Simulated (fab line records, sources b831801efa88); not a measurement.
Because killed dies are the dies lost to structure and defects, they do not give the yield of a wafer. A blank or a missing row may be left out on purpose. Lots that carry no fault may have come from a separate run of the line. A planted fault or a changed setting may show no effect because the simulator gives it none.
Which of the tools did it? | flow sky130 | Sampling: 7 lots, 21 wafers, 4 of 708 route steps

== WHAT EACH GAUGE READ, for each wafer ==
SKY_VIA2_THK_MEAS_23: measures by xrf.
lot  | measured     | on            | VIA2_W_THK (nm)
L907 | day 36 20:42 | film metro-02 | 425 435 427
L911 | day 38 02:26 | film metro-03 | 409 414 411
L913 | day 38 18:48 | film metro-01 | 421 413 422
L916 | day 39 14:44 | film metro-01 | 412 424 408
L918 | day 40 08:32 | film metro-02 | 425 411 419
L929 | day 43 12:21 | film metro-02 | 425 427 428

== WHAT TOOL EACH LOT RAN ON (gives the tool, then ch and the chambers of the sampled wafers, and finally the start) ==
lot  | SKY_LOCAL_INTERCONNECT_STRIP_15      | SKY_CONTACT_ETCH_16                | SKY_VIA1_STRIP_16
L907 | plasma asher-04 ch 0,1, day 30 22:17 | rie diel-02 ch 0,1,2, day 32 03:02 | plasma asher-04 ch 0,1, day 34 11:54
L911 | plasma asher-03 ch 0,1, day 32 04:14 | rie diel-03 ch 0,2,3, day 33 08:38 | plasma asher-01 ch 0,1, day 35 17:41
L913 | plasma asher-03 ch 0,1, day 32 21:53 | rie diel-04 ch 2,3, day 34 02:14   | plasma asher-02 ch 0,1, day 36 10:22
L916 | plasma asher-02 ch 0,1, day 33 18:53 | rie diel-04 ch 0,1,3, day 34 23:08 | plasma asher-02 ch 0,1, day 37 07:07
L918 | plasma asher-04 ch 0,1, day 34 15:08 | rie diel-02 ch 0,2,3, day 35 18:53 | plasma asher-01 ch 0,1, day 38 01:30
L920 | plasma asher-02 ch 0,1, day 34 22:17 | rie diel-02 ch 1,2,3, day 36 01:32 | plasma asher-01 ch 0,1, day 38 08:58
L929 | plasma asher-03 ch 0,1, day 38 01:23 | rie diel-03 ch 0,1,2, day 39 04:20 | plasma asher-01 ch 0,1, day 41 08:43
- SKY_LOCAL_INTERCONNECT_STRIP_15: strips in O2/N2.
- SKY_CONTACT_ETCH_16: etches BARC in N2/H2, stops on SiO2, time 45.9 s, target depth 60 nm.
- SKY_VIA1_STRIP_16: strips in O2/N2.

== THE ANSWER, worked out from the rows above alone ==
Rule: what is usual is taken from the lots themselves. The widest of any qualifying gaps counts: lots, ordered by their means at a reading, are off when they make up no more than a third of the lots, leave a main group of 4 or more, and stand apart from it by 3 or more times the standard deviation of that group's means. Not used: any main group whose means are identical at the precision the tables above print for the reading. Also off: a lot with no number at a reading for which 4 or more lots have one. The other lots that the step has rows for count as sound.
None of the lots is off at any reading shown; this tells nothing.

== WHAT THE SIMULATOR HAD INSERTED ==
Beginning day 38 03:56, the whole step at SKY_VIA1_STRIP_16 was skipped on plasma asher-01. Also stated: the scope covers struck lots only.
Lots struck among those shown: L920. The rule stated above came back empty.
